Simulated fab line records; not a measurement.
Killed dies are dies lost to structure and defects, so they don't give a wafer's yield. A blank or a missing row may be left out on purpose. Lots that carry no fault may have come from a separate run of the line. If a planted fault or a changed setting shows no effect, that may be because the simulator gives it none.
fab line records    flow sky130
record: lots: 5  wafers: 23
route steps=708 shown SONOS_ONO@172 GATE_OXIDE@198 RES_PROTECT@209 POLY_GATE@221 LDD_P@261 LDD_HVN@269
start-h: hours from the record's first day to the start of the lot's first wafer shown    wait-h: time in hours since the lot's previous step    " the same as in the row above    L1.1+2: a single row standing in for several wafers    - no value, or no start given    * or withheld: withheld    < > ~ a bound
route shown NAME@n: names a module that has steps shown in the file, with the first one's number in the route    usual: mean/standard deviation of fault-free wafers    same: alike in all rows    chamber/n: place in a boat    sites: readings site by site    _std_site: how widely they spread, as a standard deviation    _edge_site: the outer-site mean with the inner-site mean subtracted    radius-mm: how far each site lies from the wafer's centre    mask NAME#n: copy n    behind: the tool/chamber that last shaped the wafer    hold: the reason the lot was held/the length of the hold in hours/how it ended    device: the n, p or np transistor that did not switch    end of line: the tests these same wafers got at the end of their route    where a step has no rows: the recipe by itself    killed: not the wafer's yield, but the dies lost to structure and defects at the first sort    map: shows each die of a wafer: x if killed, . if not, _ if none is there
set.NAME: the setting the step ran with; set.NAME@STEP: the setting that earlier step ran with    model.NAME: the simulator's own value behind a step, which no gauge read
lots where settings were altered on purpose, with a table for each step and a row for each wafer
== steps ==
step: SKY_SONOS_ONO_CVD_04
recipe: material: SiO2  precursor: SiH4/N2O  target-thk-nm: 5.7199  temp-c: 900  pressure-mtorr: 400
lot.wafer  tool      chamber  start-h  wait-h  set.time-s  model.SiO2_of_SONOS_ONO_CVD_04.thk-nm
L075.1     -         -        -        0.1     992.1       6.549
L075.2     "         -        "        "       992.1       6.465
L075.4     "         -        "        "       992.1       6.526
L075.5     "         -        "        "       992.1       6.481
L075.6     "         -        "        "       992.1       6.576
L076.2     lpcvd-03  1        272.73   0.0     900         5.76
L076.5     "         1        "        "       900         5.802
L076.6     "         1        "        "       900         5.816
L081.1     -         -        -        0.1     863.3       5.497
L081.2     "         -        "        "       863.3       5.477
L081.3     "         -        "        "       863.3       5.44
L081.4     "         -        "        "       863.3       5.551
L081.5     "         -        "        "       863.3       5.531
L083.1     -         -        -        0.1     977.6       6.315
L083.2     "         -        "        "       977.6       6.44
L083.3     "         -        "        "       977.6       6.397
L083.4     "         -        "        "       977.6       6.382
L083.6     "         -        "        "       977.6       6.405
L085.1     -         -        -        0.1     939.5       6.048
L085.3     "         -        "        "       939.5       5.928
L085.4     "         -        "        "       939.5       5.932
L085.5     "         -        "        "       939.5       5.976
L085.6     "         -        "        "       939.5       6.062
step: SKY_SONOS_ONO_THK_MEAS_05
recipe: reads: SiO2_of_SONOS_ONO_CVD_04
usual: SONOS_ONO_CVD_04_THK: 5.79/0.13
lot.wafer  tool           chamber  start-h  wait-h  set.time-s@SONOS_ONO_CVD_04  SONOS_ONO_CVD_04_THK[nm]
L075.1     film-metro-02  -        -        -       992.1                        6.56
L075.2     "              -        "        "       992.1                        6.49
L075.4     "              -        "        "       992.1                        6.53
L075.5     "              -        "        "       992.1                        6.47
L075.6     "              -        "        "       992.1                        6.57
L076.2     film-metro-03  -        273.99   0.0     900                          5.75
L076.5     "              -        "        "       900                          5.81
L076.6     "              -        "        "       900                          5.79
L081.1     film-metro-02  -        -        -       863.3                        5.47
L081.2     "              -        "        "       863.3                        5.49
L081.3     "              -        "        "       863.3                        5.46
L081.4     "              -        "        "       863.3                        5.61
L081.5     "              -        "        "       863.3                        5.50
L083.1     film-metro-03  -        -        -       977.6                        6.29
L083.2     "              -        "        "       977.6                        6.43
L083.3     "              -        "        "       977.6                        6.37
L083.4     "              -        "        "       977.6                        6.37
L083.6     "              -        "        "       977.6                        6.41
L085.1     film-metro-03  -        -        -       939.5                        6.02
L085.3     "              -        "        "       939.5                        5.91
L085.4     "              -        "        "       939.5                        5.94
L085.5     "              -        "        "       939.5                        6.01
L085.6     "              -        "        "       939.5                        6.02
step: SKY_SONOS_ONO_COAT_08
recipe: resist: NOVOLAK  spin-rpm: 3000  resist-thk-nm: 1140
lot.wafer  tool            chamber  start-h  wait-h  set.resist-thk-nm  model.NOVOLAK_of_SONOS_ONO_COAT_08.thk-nm
L075.1+2   litho-track-04  0        280.22   0.1     1140               1146
L075.4+5   "               0        "        "       1105               1107
L075.6     "               0        "        "       1105               1110
L076.2     litho-track-03  0        286.06   0.1     1140               1137
L076.5     "               0        "        "       1140               1138
L076.6     "               0        "        "       1140               1139
L081.1     litho-track-04  0        331.27   0.1     1196               1206
L081.2     "               0        "        "       1140               1148
L081.3     "               0        "        "       1140               1149
L081.4     "               0        "        "       1196               1204
L081.5     "               0        "        "       1140               1147
L083.1     litho-track-01  0        338.01   0.1     1140               1143
L083.2     "               0        "        "       1140               1138
L083.3     "               0        "        "       1110               1107
L083.4     "               0        "        "       1140               1141
L083.6     "               0        "        "       1110               1109
L085.1+4   litho-track-03  0        359.04   0.1     1140               1136
L085.3+5   "               0        "        "       1140               1140
L085.6     "               0        "        "       1140               1139
step: SKY_SONOS_ONO_ETCH_15
recipe: target-depth-nm: 19.52  chemistry: CHF3/O2  source-w: 600  bias-w: 200  pressure-mtorr: 40  chf3-flow-sccm: 50  O2_flow_sccm: 5  time-s: 7.8
lot.wafer  tool         chamber  start-h  wait-h  set.time-s  model.SONOS_ONO.feature-depth-nm
L075.1     rie-diel-03  0        292.48   0.0     7.132       17.75
L075.2     "            2        "        "       7.8         19.89
L075.4     "            3        "        "       7.132       17.99
L075.5     "            1        "        "       7.8         20.02
L075.6     "            2        "        "       7.8         20.07
L076.2     rie-diel-03  3        298.79   0.0     7.8         19.52
L076.5     "            3        "        "       7.8         19.87
L076.6     "            2        "        "       7.8         19.76
L081.1     rie-diel-01  0        344.89   0.0     7.8         19.71
L081.2     "            1        "        "       7.8         19.81
L081.3     "            2        "        "       7.8         19.99
L081.4     "            0        "        "       6.975       17.8
L081.5     "            2        "        "       6.975       17.81
L083.1     rie-diel-02  2        352.02   0.0     8.505       21.77
L083.2     "            1        "        "       7.8         19.91
L083.3     "            3        "        "       8.505       21.87
L083.4     "            2        "        "       7.8         20.16
L083.6     "            1        "        "       7.8         19.92
L085.1     rie-diel-03  1        373.18   0.0     7.8         20.08
L085.3     "            0        "        "       7.379       18.29
L085.4     "            3        "        "       7.379       18.32
L085.5     "            0        "        "       7.8         19.6
L085.6     "            3        "        "       7.8         19.62
step: SKY_SONOS_ONO_WET_ETCH_16
recipe: chemistry: dHF  target-depth-nm: 14  dry: n2-spin  target: SiO2  dilution: 100:1  temp-c: 25  time-s: 280
step: SKY_SONOS_ONO_STRIP_17
recipe: chemistry: O2/N2  power-w: 1400  pressure-mtorr: 1500  platen-temp-c: withheld  o2-flow-sccm: 3000  n2-flow-sccm: 300  overash-fraction: 0.5
usual: strip-time-to-endpoint-s: 14.12/0.043
lot.wafer  tool             chamber  start-h  wait-h  set.resist-thk-nm@SONOS_ONO_COAT_08  strip-time-to-endpoint-s
L075.1     plasma-asher-03  1        292.59   0.0     1140                                 14.19
L075.2     "                0        "        "       1140                                 14.16
L075.4     "                1        "        "       1105                                 13.72
L075.5     "                1        "        "       1105                                 13.71
L075.6     "                0        "        "       1105                                 13.73
L076.2     plasma-asher-04  0        298.90   0.0     1140                                 14.07
L076.5     "                1        "        "       1140                                 14.07
L076.6     "                0        "        "       1140                                 14.08
L081.1     plasma-asher-03  0        345.01   0.0     1196                                 14.84
L081.2     "                1        "        "       1140                                 14.19
L081.3     "                0        "        "       1140                                 14.19
L081.4     "                1        "        "       1196                                 14.82
L081.5     "                0        "        "       1140                                 14.20
L083.1     plasma-asher-04  0        352.13   0.0     1140                                 14.11
L083.2     "                1        "        "       1140                                 14.08
L083.3     "                0        "        "       1110                                 13.69
L083.4     "                1        "        "       1140                                 14.09
L083.6     "                0        "        "       1110                                 13.74
L085.1     plasma-asher-02  1        373.29   0.0     1140                                 14.04
L085.3     "                0        "        "       1140                                 14.11
L085.4     "                1        "        "       1140                                 14.05
L085.5     "                0        "        "       1140                                 14.11
L085.6     "                1        "        "       1140                                 14.09
step: SKY_GATE_OXIDE_IMPLANT_11
recipe: species: B  energy-kev: 10  dose-cm2: 2.6e+12  tilt-deg: withheld
lot.wafer   tool          chamber  start-h  wait-h  set.dose-cm2
L075.1+5    implanter-02  0        321.25   0.0     2.498e+12
L075.2+4+6  "             0        "        "       2.6e+12
L076.2+5+6  implanter-02  0        326.64   0.0     2.6e+12
L081.1+2+5  implanter-04  0        374.60   0.0     2.511e+12
L081.3+4    "             0        "        "       2.6e+12
L083.1+2    implanter-02  0        381.50   0.0     2.695e+12
L083.3+4+6  "             0        "        "       2.6e+12
L085.1+4    implanter-03  0        405.31   0.0     2.6e+12
L085.3+5+6  "             0        "        "       2.513e+12
step: SKY_GATE_OXIDE_WET_ETCH_12
recipe: chemistry: dHF  target-depth-nm: 16.8  dry: n2-spin  target: SiO2  dilution: 100:1  temp-c: 25  time-s: 336
step: SKY_GATE_OXIDE_STRIP_13
recipe: chemistry: O2/N2  power-w: 1400  pressure-mtorr: 1500  platen-temp-c: withheld  o2-flow-sccm: 3000  n2-flow-sccm: 300  overash-fraction: 0.5
step: SKY_GATE_OXIDE_CLEAN_15
recipe: chemistry: SC1/SC2  mix: 1:4:20  temp-c: 70  time-s: 150  dry: n2-spin
lot.wafer  tool          chamber  start-h  wait-h  set.time-s@SONOS_ONO_CVD_04  model.SiO2_of_SONOS_ONO_CVD_04.thk-nm
L075.1     wet-bench-03  0        321.66   0.1     992.1                        5.03
L075.2     "             0        "        "       992.1                        4.947
L075.4     "             0        "        "       992.1                        5.007
L075.5     "             0        "        "       992.1                        4.961
L075.6     "             0        "        "       992.1                        5.055
L076.2     wet-bench-04  1        327.02   0.0     900                          4.243
L076.5     "             1        "        "       900                          4.29
L076.6     "             1        "        "       900                          4.296
L081.1     wet-bench-04  1        375.02   0.1     863.3                        3.977
L081.2     "             1        "        "       863.3                        3.958
L081.3     "             1        "        "       863.3                        3.919
L081.4     "             1        "        "       863.3                        4.035
L081.5     "             1        "        "       863.3                        4.012
L083.1     wet-bench-04  0        381.91   0.1     977.6                        4.805
L083.2     "             0        "        "       977.6                        4.928
L083.3     "             0        "        "       977.6                        4.887
L083.4     "             0        "        "       977.6                        4.87
L083.6     "             0        "        "       977.6                        4.896
L085.1     wet-bench-04  2        405.72   0.1     939.5                        4.54
L085.3     "             2        "        "       939.5                        4.419
L085.4     "             2        "        "       939.5                        4.418
L085.5     "             2        "        "       939.5                        4.467
L085.6     "             2        "        "       939.5                        4.55
step: SKY_RES_PROTECT_SOFTBAKE_03
recipe: temp-c: 90  time-s: 60  resist: NOVOLAK
lot.wafer   tool            chamber  start-h  wait-h  set.temp-c
L075.1+2+4  litho-track-02  0        339.41   0.1     87.66
L075.5+6    "               0        "        "       90
L076.2+5+6  litho-track-01  0        343.19   0.1     90
L081.1+3+5  litho-track-02  0        392.56   0.1     87.07
L081.2+4    "               0        "        "       90
L083.1+2+3  litho-track-01  0        398.76   0.1     90
L083.4+6    "               0        "        "       87.07
L085.1+3+6  litho-track-03  0        423.74   0.1     92.12
L085.4+5    "               0        "        "       90
step: SKY_RES_PROTECT_EXPOSE_04
recipe: mask-id: RPM  na: 0.6  source-shape: conventional  sigma-outer: 0.6  polarization: unpolarized  target-cd-nm: 1270  dose-mj: 131
step: SKY_RES_PROTECT_PEB_05
recipe: temp-c: withheld  time-s: *  resist: NOVOLAK
step: SKY_RES_PROTECT_DEVELOP_06
recipe: resist: NOVOLAK  developer: TMAH  develop-time-s: 60  dev-temp-c: 23
lot.wafer   tool            chamber  start-h  wait-h  set.temp-c@RES_PROTECT_SOFTBAKE_03  model.NOVOLAK_of_RES_PROTECT_COAT_02.thk-nm
L075.1      litho-track-03  0        353.34   0.1     87.66                               1151
L075.2      "               0        "        "       87.66                               1155
L075.4      "               0        "        "       87.66                               1152
L075.5      "               0        "        "       90                                  1144
L075.6      "               0        "        "       90                                  1140
L076.2+5+6  litho-track-02  0        356.79   0.1     90                                  1137
L081.1+5    litho-track-01  0        406.66   0.1     87.07                               1153
L081.2      "               0        "        "       90                                  1139
L081.3      "               0        "        "       87.07                               1152
L081.4      "               0        "        "       90                                  1142
L083.1+2    litho-track-02  0        413.71   0.1     90                                  1143
L083.3      "               0        "        "       90                                  1142
L083.4      "               0        "        "       87.07                               1158
L083.6      "               0        "        "       87.07                               1154
L085.1      litho-track-03  0        438.94   0.1     92.12                               1130
L085.3+6    "               0        "        "       92.12                               1131
L085.4      "               0        "        "       90                                  1134
L085.5      "               0        "        "       90                                  1139
step: SKY_POLY_GATE_COAT_07
recipe: resist: BARC  temp-c: withheld  time-s: withheld  spin-rpm: 3000  resist-thk-nm: 110
lot.wafer   tool            chamber  start-h  wait-h  set.spin-rpm  model.BARC_of_POLY_GATE_COAT_07.thk-nm
L075.1      litho-track-04  0        369.82   0.1     3174          107
L075.2      "               0        "        "       3174          107.2
L075.4+6    "               0        "        "       3000          110.3
L075.5      "               0        "        "       3174          107.3
L076.2+5+6  litho-track-03  0        372.01   0.1     3000          109.7
L081.1      litho-track-02  0        425.56   0.1     2929          111.4
L081.2      "               0        "        "       3000          109.8
L081.3      "               0        "        "       3000          110
L081.4      "               0        "        "       2929          111.1
L081.5      "               0        "        "       2929          111.3
L083.1      litho-track-03  0        430.39   0.1     3179          106.9
L083.2      "               0        "        "       3000          109.8
L083.3      "               0        "        "       3000          109.9
L083.4      "               0        "        "       3000          109.7
L083.6      "               0        "        "       3179          106.7
L085.1+3    litho-track-02  0        456.16   0.1     2875          112.4
L085.4      "               0        "        "       3000          109.9
L085.5      "               0        "        "       2875          111.9
L085.6      "               0        "        "       3000          110.1
step: SKY_POLY_GATE_EXPOSE_10
recipe: mask-id: P1M  na: 0.68  source-shape: conventional  sigma-outer: 0.6  target-cd-nm: 150  dose-mj: 28
lot.wafer   tool            chamber  start-h  wait-h  mask   set.dose-mj
L075.1+4+6  krf-scanner-01  0        -        -       P1M#0  28
L075.2+5    "               0        "        "       P1M#0  28.63
L076.2+5+6  krf-scanner-02  0        -        -       P1M#0  28
L081.1+2+4  krf-scanner-02  0        -        -       P1M#0  28
L081.3+5    "               0        "        "       P1M#0  29.46
L083.1+3    krf-scanner-02  0        -        -       P1M#0  28
L083.2+4+6  "               0        "        "       P1M#0  26.06
L085.1+3    krf-scanner-01  0        -        -       P1M#0  26.32
L085.4+5+6  "               0        "        "       P1M#0  28
step: SKY_POLY_GATE_PEB_11
recipe: peb-temp-c: withheld  peb-time-s: withheld  resist: KrF-thick
step: SKY_POLY_GATE_DEVELOP_12
recipe: develop-time-s: 60  resist: KrF-thick  dev-temp-c: 21
step: SKY_POLY_GATE_CD_MEAS_13
recipe: target-cd-nm: 150
usual: cd-nm: 150.1/1.2
lot.wafer  tool       chamber  start-h  wait-h  set.dose-mj@POLY_GATE_EXPOSE_10  cd-nm
L075.1     cd-sem-02  -        384.62   -       28                               149.2
L075.2     "          -        "        "       28.63                            145.0
L075.4     "          -        "        "       28                               148.0
L075.5     "          -        "        "       28.63                            146.1
L075.6     "          -        "        "       28                               149.8
L076.2     cd-sem-02  -        386.98   -       28                               151.6
L076.5     "          -        "        "       28                               150.0
L076.6     "          -        "        "       28                               152.6
L081.1     cd-sem-01  -        441.04   -       28                               149.0
L081.2     "          -        "        "       28                               148.6
L081.3     "          -        "        "       29.46                            139.2
L081.4     "          -        "        "       28                               148.2
L081.5     "          -        "        "       29.46                            140.3
L083.1     cd-sem-01  -        446.84   -       28                               151.7
L083.2     "          -        "        "       26.06                            163.2
L083.3     "          -        "        "       28                               151.5
L083.4     "          -        "        "       26.06                            161.9
L083.6     "          -        "        "       26.06                            163.6
L085.1     cd-sem-02  -        471.61   -       26.32                            160.9
L085.3     "          -        "        "       26.32                            159.7
L085.4     "          -        "        "       28                               149.9
L085.5     "          -        "        "       28                               149.7
L085.6     "          -        "        "       28                               149.8
step: SKY_POLY_GATE_ETCH_15
recipe: chemistry: N2/H2  target: BARC  ion-energy-ev: 200  source-w: 517.4  bias-w: 100  pressure-mtorr: 30  n2-flow-sccm: 100  h2-flow-sccm: 200  stop-on: SiO2  time-s: 118.5  target-depth-a: 1100
lot.wafer  tool         chamber  start-h  wait-h  set.dose-mj@POLY_GATE_EXPOSE_10  model.POLY_GATE.cd-nm
L075.1     rie-diel-01  1        384.78   0.0     28                               148.2
L075.2     "            2        "        "       28.63                            142.3
L075.4     "            3        "        "       28                               148.7
L075.5     "            3        "        "       28.63                            145.7
L075.6     "            0        "        "       28                               148
L076.2     rie-diel-02  3        387.12   0.0     28                               148.8
L076.5     "            0        "        "       28                               146.4
L076.6     "            1        "        "       28                               151.4
L081.1     rie-diel-04  1        441.19   0.0     28                               147.1
L081.2     "            3        "        "       28                               148
L081.3     "            0        "        "       29.46                            144.7
L081.4     "            2        "        "       28                               145.4
L081.5     "            1        "        "       29.46                            137.4
L083.1     rie-diel-02  2        446.99   0.0     28                               152.9
L083.2     "            1        "        "       26.06                            165.3
L083.3     "            0        "        "       28                               149.6
L083.4     "            3        "        "       26.06                            158.8
L083.6     "            0        "        "       26.06                            161.4
L085.1     rie-diel-04  1        471.77   0.0     26.32                            157.8
L085.3     "            2        "        "       26.32                            156.3
L085.4     "            3        "        "       28                               148.6
L085.5     "            3        "        "       28                               147.9
L085.6     "            0        "        "       28                               152.8
step: SKY_LDD_P_DEVELOP_06
recipe: resist: NOVOLAK  developer: TMAH  develop-time-s: 60  dev-temp-c: 23
lot.wafer   tool            chamber  start-h  wait-h  set.dev-temp-c
L075.1+4+5  litho-track-01  0        449.66   0.1     19.45
L075.2+6    "               0        "        "       23
L076.2+5+6  litho-track-01  0        451.59   0.1     23
L081.1+2+3  litho-track-01  0        506.96   0.1     23
L081.4+5    "               0        "        "       20.91
L083.1+2+6  litho-track-01  0        512.36   0.1     23
L083.3+4    "               0        "        "       25.7
L085.1+4+5  litho-track-01  0        538.16   0.1     23
L085.3+6    "               0        "        "       19.26
step: SKY_LDD_P_CD_MEAS_07
recipe: target-cd-nm: 380
usual: cd-nm: 381/3.6
lot.wafer  tool       chamber  start-h  wait-h  set.dev-temp-c@LDD_P_DEVELOP_06  cd-nm
L075.1     cd-sem-02  -        449.81   0.1     19.45                            388
L075.2     "          -        "        "       23                               377
L075.4     "          -        "        "       19.45                            386
L075.5     "          -        "        "       19.45                            391
L075.6     "          -        "        "       23                               381
L076.2     cd-sem-01  -        451.73   0.1     23                               389
L076.5     "          -        "        "       23                               392
L076.6     "          -        "        "       23                               391
L081.1     cd-sem-01  -        507.11   0.1     23                               381
L081.2     "          -        "        "       23                               381
L081.3     "          -        "        "       23                               381
L081.4     "          -        "        "       20.91                            389
L081.5     "          -        "        "       20.91                            388
L083.1     cd-sem-02  -        512.51   0.1     23                               383
L083.2     "          -        "        "       23                               382
L083.3     "          -        "        "       25.7                             371
L083.4     "          -        "        "       25.7                             373
L083.6     "          -        "        "       23                               381
L085.1     cd-sem-01  -        538.31   0.1     23                               379
L085.3     "          -        "        "       19.26                            390
L085.4     "          -        "        "       23                               379
L085.5     "          -        "        "       23                               378
L085.6     "          -        "        "       19.26                            389
step: SKY_LDD_HVN_COAT_02
recipe: resist: NOVOLAK  spin-rpm: 3000  resist-thk-nm: 300
lot.wafer  tool            chamber  start-h  wait-h  set.spin-rpm  model.NOVOLAK_of_LDD_HVN_COAT_02.thk-nm
L075.1     litho-track-02  0        465.01   0.1     2817          310.2
L075.2     "               0        "        "       3000          300.8
L075.4     "               0        "        "       3000          300.5
L075.5     "               0        "        "       3000          300.1
L075.6     "               0        "        "       2817          309.6
L076.2     litho-track-02  0        467.34   0.1     3000          299
L076.5     "               0        "        "       3000          299.1
L076.6     "               0        "        "       3000          299.4
L081.1     litho-track-03  0        522.84   0.1     3000          300.5
L081.2     "               0        "        "       2922          304.8
L081.3     "               0        "        "       2922          304.5
L081.4     "               0        "        "       3000          299.8
L081.5     "               0        "        "       2922          305.1
L083.1     litho-track-02  0        528.21   0.1     2855          308.6
L083.2     "               0        "        "       3000          300.8
L083.3     "               0        "        "       2855          308.9
L083.4     "               0        "        "       3000          300.3
L083.6     "               0        "        "       2855          307.3
L085.1+4   litho-track-01  0        553.91   0.1     3000          300.8
L085.3     "               0        "        "       2785          312.4
L085.5     "               0        "        "       2785          313.2
L085.6     "               0        "        "       3000          301.9
step: SKY_LDD_HVN_IMPLANT_08
recipe: species: P  energy-kev: 60  dose-cm2: 3e+13  tilt-deg: 40
lot.wafer   tool          chamber  start-h  wait-h  set.energy-kev  model.implant.rp-nm  model.implant.drp-nm
L075.1+5    implanter-04  0        480.72   0.0     56.71           53.48                26.83
L075.2+4+6  "             0        "        "       60              56.64                28.15
L076.2+5+6  implanter-04  0        483.30   0.0     60              54.99                28.15
L081.1+4+5  implanter-04  0        538.37   0.0     60              56.35                28.15
L081.2+3    "             0        "        "       57.41           53.88                27.11
L083.1+2    implanter-04  0        544.40   0.0     60              56.11                28.15
L083.3+4+6  "             0        "        "       62.62           58.61                29.22
L085.1+3+6  implanter-02  0        568.87   0.0     62.26           57.48                29.07
L085.4+5    "             0        "        "       60              55.35                28.15
step: SKY_LDD_HVN_STRIP_09
recipe: chemistry: O2/N2  power-w: 1400  pressure-mtorr: 1500  platen-temp-c: withheld  o2-flow-sccm: 3000  n2-flow-sccm: 300  overash-fraction: 0.5
usual: strip-time-to-endpoint-s: 4.141/0.013
lot.wafer  tool             chamber  start-h  wait-h  set.spin-rpm@LDD_HVN_COAT_02  strip-time-to-endpoint-s
L075.1     plasma-asher-04  0        480.87   0.1     2817                          4.260
L075.2     "                1        "        "       3000                          4.146
L075.4     "                0        "        "       3000                          4.135
L075.5     "                1        "        "       3000                          4.130
L075.6     "                0        "        "       2817                          4.246
L076.2     plasma-asher-04  1        483.42   0.1     3000                          4.127
L076.5     "                1        "        "       3000                          4.121
L076.6     "                0        "        "       3000                          4.130
L081.1     plasma-asher-04  0        538.52   0.1     3000                          4.127
L081.2     "                1        "        "       2922                          4.181
L081.3     "                0        "        "       2922                          4.199
L081.4     "                1        "        "       3000                          4.123
L081.5     "                1        "        "       2922                          4.199
L083.1     plasma-asher-04  0        544.55   0.1     2855                          4.238
L083.2     "                1        "        "       3000                          4.140
L083.3     "                1        "        "       2855                          4.266
L083.4     "                0        "        "       3000                          4.135
L083.6     "                1        "        "       2855                          4.230
L085.1     plasma-asher-02  1        569.02   0.1     3000                          4.139
L085.3     "                1        "        "       2785                          4.285
L085.4     "                0        "        "       3000                          4.138
L085.5     "                1        "        "       2785                          4.313
L085.6     "                0        "        "       3000                          4.162
step: SKY_LDD_HVN_TW_MEAS_10
usual: LDD_HVN_TW: 1423/6.7
lot.wafer  tool           chamber  start-h  wait-h  set.energy-kev@LDD_HVN_IMPLANT_08  LDD_HVN_TW
L075.1     film-metro-02  -        480.97   0.1     56.71                              1397
L075.2     "              -        "        "       60                                 1411
L075.4     "              -        "        "       60                                 1410
L075.5     "              -        "        "       56.71                              1394
L075.6     "              -        "        "       60                                 1417
L076.2     film-metro-04  -        483.53   0.1     60                                 1428
L076.5     "              -        "        "       60                                 1432
L076.6     "              -        "        "       60                                 1428
L081.1     film-metro-02  -        538.62   0.1     60                                 1411
L081.2     "              -        "        "       57.41                              1398
L081.3     "              -        "        "       57.41                              1401
L081.4     "              -        "        "       60                                 1421
L081.5     "              -        "        "       60                                 1417
L083.1     film-metro-02  -        544.65   0.1     60                                 1420
L083.2     "              -        "        "       60                                 1417
L083.3     "              -        "        "       62.62                              1432
L083.4     "              -        "        "       62.62                              1435
L083.6     "              -        "        "       62.62                              1442
L085.1     film-metro-04  -        569.12   0.1     62.26                              1442
L085.3     "              -        "        "       62.26                              1445
L085.4     "              -        "        "       60                                 1434
L085.5     "              -        "        "       60                                 1433
L085.6     "              -        "        "       62.26                              1446
== key ==
split: step: SKY_SONOS_ONO_CVD_04  setting: time-s  stated: 900  by: lot
response: step: SKY_SONOS_ONO_CVD_04  reading: model.SiO2_of_SONOS_ONO_CVD_04.thk-nm  change: +0.0705  per: 1%  r: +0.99
response: step: SKY_SONOS_ONO_THK_MEAS_05  reading: SONOS_ONO_CVD_04_THK  change: +0.0702  per: 1%  r: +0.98
response: step: SKY_GATE_OXIDE_CLEAN_15  reading: model.SiO2_of_SONOS_ONO_CVD_04.thk-nm  change: +0.0707  per: 1%  r: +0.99
split: step: SKY_SONOS_ONO_COAT_08  setting: resist-thk-nm  stated: 1140  by: wafer
response: step: SKY_SONOS_ONO_COAT_08  reading: model.NOVOLAK_of_SONOS_ONO_COAT_08.thk-nm  change: +11.9  per: 1%  r: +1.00
response: step: SKY_SONOS_ONO_STRIP_17  reading: strip-time-to-endpoint-s  change: *  per: 1%  r: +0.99
split: step: SKY_SONOS_ONO_ETCH_15  setting: time-s  stated: 7.8  by: wafer
response: step: SKY_SONOS_ONO_ETCH_15  reading: model.SONOS_ONO.feature-depth-nm  change: +0.216  per: 1%  r: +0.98
split: step: SKY_GATE_OXIDE_IMPLANT_11  setting: dose-cm2  stated: 2.6e+12  by: wafer
response none clear
split: step: SKY_RES_PROTECT_SOFTBAKE_03  setting: temp-c  stated: 90  by: wafer
response: step: SKY_RES_PROTECT_DEVELOP_06  reading: model.NOVOLAK_of_RES_PROTECT_COAT_02.thk-nm  change: -3.71  per: 1%  r: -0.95
split: step: SKY_POLY_GATE_COAT_07  setting: spin-rpm  stated: 3000  by: wafer
response: step: SKY_POLY_GATE_COAT_07  reading: model.BARC_of_POLY_GATE_COAT_07.thk-nm  change: -0.528  per: 1%  r: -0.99
split: step: SKY_POLY_GATE_EXPOSE_10  setting: dose-mj  stated: 28  by: wafer
response: step: SKY_POLY_GATE_CD_MEAS_13  reading: cd-nm  change: -1.68  per: 1%  r: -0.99
response: step: SKY_POLY_GATE_ETCH_15  reading: model.POLY_GATE.cd-nm  change: -1.35  per: 1%  r: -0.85
split: step: SKY_LDD_P_DEVELOP_06  setting: dev-temp-c  stated: 23  by: wafer
response: step: SKY_LDD_P_CD_MEAS_07  reading: cd-nm  change: -0.693  per: 1%  r: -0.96
split: step: SKY_LDD_HVN_COAT_02  setting: spin-rpm  stated: 3000  by: wafer
response: step: SKY_LDD_HVN_COAT_02  reading: model.NOVOLAK_of_LDD_HVN_COAT_02.thk-nm  change: -1.6  per: 1%  r: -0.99
response: step: SKY_LDD_HVN_STRIP_09  reading: strip-time-to-endpoint-s  change: *  per: 1%  r: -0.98
split: step: SKY_LDD_HVN_IMPLANT_08  setting: energy-kev  stated: 60  by: wafer
response: step: SKY_LDD_HVN_IMPLANT_08  reading: model.implant.rp-nm  change: +0.573  per: 1%  r: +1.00
response: step: SKY_LDD_HVN_IMPLANT_08  reading: model.implant.drp-nm  change: +0.242  per: 1%  r: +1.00
response: step: SKY_LDD_HVN_TW_MEAS_10  reading: LDD_HVN_TW  change: +3.46  per: 1%  r: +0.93
